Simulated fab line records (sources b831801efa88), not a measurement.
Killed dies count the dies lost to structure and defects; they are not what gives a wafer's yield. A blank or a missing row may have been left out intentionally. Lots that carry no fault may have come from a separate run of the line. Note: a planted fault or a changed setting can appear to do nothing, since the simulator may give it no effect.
Which tool did it? :: flow gf180mcu :: 39 wafers from 13 lots sampled at 4 of the route's 602 steps

== WHAT THE GAUGES SHOWED, per wafer ==
GF_M3_CD_MEAS_14: the cd target is 280 nm. Usual: cd nm 280.7 nm, standard deviation 1.4.
lot: L973
measured: day 21 04:31
on: cd sem-01
cd nm (nm): 281.0 281.7 280.3
flag: 

lot: L974
measured: day 21 16:13
on: cd sem-02
cd nm (nm): 279.8 279.9 280.2
flag: 

lot: L975
measured: day 21 21:53
on: cd sem-02
cd nm (nm): 281.4 281.6 283.3
flag: 

lot: L976
measured: day 22 11:11
on: cd sem-01
cd nm (nm): 282.6 284.1 282.5
flag: 

lot: L977
measured: day 22 20:34
on: cd sem-01
cd nm (nm): 280.1 280.4 280.3
flag: 

lot: L978
measured: day 23 05:01
on: cd sem-01
cd nm (nm): 283.6 282.5 282.9
flag: 

lot: L979
measured: day 23 09:23
on: cd sem-01
cd nm (nm): 280.2 280.9 280.8
flag: 

lot: L980
measured: day 23 19:19
on: cd sem-02
cd nm (nm): 283.4 282.6 282.4
flag: 

lot: L981
measured: day 23 23:23
on: cd sem-01
cd nm (nm): 279.5 278.3 279.6
flag: 

lot: L982
measured: day 24 15:56
on: cd sem-02
cd nm (nm): 282.7 281.3 281.4
flag: 

lot: L987
measured: day 26 07:48
on: cd sem-01
cd nm (nm): 280.2 281.2 280.6
flag: 

lot: L993
measured: day 28 02:05
on: cd sem-01
cd nm (nm): 278.6 280.1 279.7
flag: 

lot: L995
measured: day 28 13:48
on: cd sem-02
cd nm (nm): 282.6 280.2 281.0
flag: 

GF_M3_OVL_MEAS_15. Usual: M3_OVL gives 0 nm (standard deviation 5.2).
lot: L973
measured: day 21 04:37
on: overlay-01
M3_OVL (nm): -1 -3 -2
flag: 

lot: L974
measured: day 21 16:19
on: overlay-02
M3_OVL (nm): 2 4 0
flag: 

lot: L975
measured: day 21 22:01
on: overlay-01
M3_OVL (nm): 1 0 6
flag: 

lot: L976
measured: day 22 11:16
on: overlay-02
M3_OVL (nm): 8 -2 4
flag: 

lot: L977
measured: day 22 20:40
on: overlay-01
M3_OVL (nm): 4 4 6
flag: 

lot: L978
measured: day 23 05:07
on: overlay-02
M3_OVL (nm): 3 -4 12
flag: 

lot: L979
measured: day 23 09:28
on: overlay-02
M3_OVL (nm): -10 -4 -5
flag: 

lot: L980
measured: day 23 19:25
on: overlay-02
M3_OVL (nm): -4 1 -3
flag: 

lot: L981
measured: day 23 23:29
on: overlay-02
M3_OVL (nm): -1 -3 -10
flag: 

lot: L982
measured: day 24 16:04
on: overlay-02
M3_OVL (nm): -3 2 -1
flag: 

lot: L987
measured: day 26 07:55
on: overlay-02
M3_OVL (nm): 2 7 7
flag: 

lot: L993
measured: day 28 02:13
on: overlay-01
M3_OVL (nm): -1 4 3
flag: 

lot: L995
measured: day 28 13:55
on: overlay-02
M3_OVL (nm): -5 -4 -5
flag: 

GF_V3_OVL_MEAS_15. Usual: V3_OVL gives -2 nm (standard deviation 5.7).
lot: L973
measured: day 22 06:16
on: overlay-01
V3_OVL (nm): -5 -6 -2
flag: 

lot: L974
measured: day 22 17:31
on: overlay-01
V3_OVL (nm): -2 1 2
flag: 

lot: L975
measured: day 22 23:14
on: overlay-01
V3_OVL (nm): 1 2 4
flag: 

lot: L976
measured: day 23 11:55
on: overlay-02
V3_OVL (nm): 9 -4 4
flag: 

lot: L977
measured: day 23 20:22
on: overlay-01
V3_OVL (nm): 7 -3 0
flag: 

lot: L978
measured: day 24 04:22
on: overlay-02
V3_OVL (nm): -2 -6 -3
flag: 

lot: L979
measured: day 24 10:01
on: overlay-02
V3_OVL (nm): 0 0 2
flag: 

lot: L980
measured: day 24 17:55
on: overlay-02
V3_OVL (nm): -4 -1 -3
flag: 

lot: L981
measured: day 24 22:55
on: overlay-02
V3_OVL (nm): -7 -5 -3
flag: 

lot: L982
measured: day 25 15:23
on: overlay-01
V3_OVL (nm): -6 2 2
flag: 

lot: L987
measured: day 27 05:34
on: overlay-02
V3_OVL (nm): 6 8 -2
flag: 

lot: L993
measured: day 28 22:28
on: overlay-01
V3_OVL (nm): 0 9 -2
flag: 

lot: L995
measured: day 29 10:40
on: overlay-02
V3_OVL (nm): -7 2 -4
flag: 

== WHICH TOOL RAN EACH LOT (tool, then ch and the chambers of the sampled wafers, then the start) ==
lot: L973
GF_V3_CMP_04: cmp-02 ch 0,2, day 21 05:44

lot: L974
GF_V3_CMP_04: cmp-02 ch 0,2,3, day 21 17:17

lot: L975
GF_V3_CMP_04: cmp-02 ch 0,1,3, day 21 23:17

lot: L976
GF_V3_CMP_04: cmp-01 ch 1,2,3, day 22 12:26

lot: L977
GF_V3_CMP_04: cmp-02 ch 0,1,3, day 22 21:36

lot: L978
GF_V3_CMP_04: cmp-02 ch 0,1,3, day 23 06:09

lot: L979
GF_V3_CMP_04: cmp-01 ch 0,1,3, day 23 10:32

lot: L980
GF_V3_CMP_04: cmp-01 ch 1,3, day 23 20:31

lot: L981
GF_V3_CMP_04: cmp-02 ch 0,2, day 24 00:29

lot: L982
GF_V3_CMP_04: cmp-01 ch 0,2,3, day 24 17:00

lot: L987
GF_V3_CMP_04: cmp-01 ch 0,3, day 26 09:03

lot: L993
GF_V3_CMP_04: cmp-02 ch 0,1,3, day 28 03:23

lot: L995
GF_V3_CMP_04: cmp-02 ch 0,3, day 28 15:12
- GF_V3_CMP_04: polishes SiO2.

== AS READ BY THE TOOLS THEMSELVES (means over the sampled wafers that have a number; for cases with no such wafer, the mark the record gives instead) ==
GF_V3_CMP_04. Usual: motor current A 11.6 A, standard deviation 1.1; platen rpm 60.00 rpm, standard deviation 0.038; slurry flow ml min 150.0, standard deviation 0.45; time to endpoint s 80 s, standard deviation 6.1.
lot: L973
tool: cmp-02
motor current A (A): 12.1
platen rpm (rpm): 59.97
slurry flow ml min: 149.9
time to endpoint s (s): 84
flag: 

lot: L974
tool: cmp-02
motor current A (A): 11.7
platen rpm (rpm): 60.01
slurry flow ml min: 150.2
time to endpoint s (s): 74
flag: 

lot: L975
tool: cmp-02
motor current A (A): 11.8
platen rpm (rpm): 59.97
slurry flow ml min: 150.1
time to endpoint s (s): 75
flag: 

lot: L976
tool: cmp-01
motor current A (A): 11.4
platen rpm (rpm): 59.98
slurry flow ml min: 149.8
time to endpoint s (s): 77
flag: 

lot: L977
tool: cmp-02
motor current A (A): 12.0
platen rpm (rpm): 60.02
slurry flow ml min: 150.0
time to endpoint s (s): 78
flag: 

lot: L978
tool: cmp-02
motor current A (A): 11.4
platen rpm (rpm): 60.01
slurry flow ml min: 150.0
time to endpoint s (s): 78
flag: 

lot: L979
tool: cmp-01
motor current A (A): 11.9
platen rpm (rpm): 60.03
slurry flow ml min: 149.8
time to endpoint s (s): 84
flag: 

lot: L980
tool: cmp-01
motor current A (A): 10.9
platen rpm (rpm): 60.01
slurry flow ml min: 150.3
time to endpoint s (s): 80
flag: 

lot: L981
tool: cmp-02
motor current A (A): 12.7
platen rpm (rpm): 59.99
slurry flow ml min: 150.2
time to endpoint s (s): 81
flag: 

lot: L982
tool: cmp-01
motor current A (A): 11.8
platen rpm (rpm): 60.00
slurry flow ml min: 150.0
time to endpoint s (s): 70
flag: 

lot: L987
tool: cmp-01
motor current A (A): 12.2
platen rpm (rpm): 59.94
slurry flow ml min: 150.1
time to endpoint s (s): 62
flag: 

lot: L993
tool: cmp-02
motor current A (A): 11.8
platen rpm (rpm): 60.05
slurry flow ml min: 150.3
time to endpoint s (s): 87
flag: 

lot: L995
tool: cmp-02
motor current A (A): 11.1
platen rpm (rpm): 59.98
slurry flow ml min: 150.2
time to endpoint s (s): 84
flag: 

== THE ANSWER, worked out from the rows above alone ==
Rule: lot off if the mean of its wafers having a number is beyond 3 standard deviations from the usual mean. A lot without any number at a reading at which 4 lots or more have one is off too. Any other lot the step has rows for is counted as sound. First the gauges in route order, then the tools' own readings, where a lot's mean is used as printed above. At the first step where some lot is off, the reading lying furthest off is the one used; lots without a number count as furthest.
No lot is off on any of the readings shown, so nothing can be concluded from this.

== WHAT THE SIMULATOR HAD INSERTED ==
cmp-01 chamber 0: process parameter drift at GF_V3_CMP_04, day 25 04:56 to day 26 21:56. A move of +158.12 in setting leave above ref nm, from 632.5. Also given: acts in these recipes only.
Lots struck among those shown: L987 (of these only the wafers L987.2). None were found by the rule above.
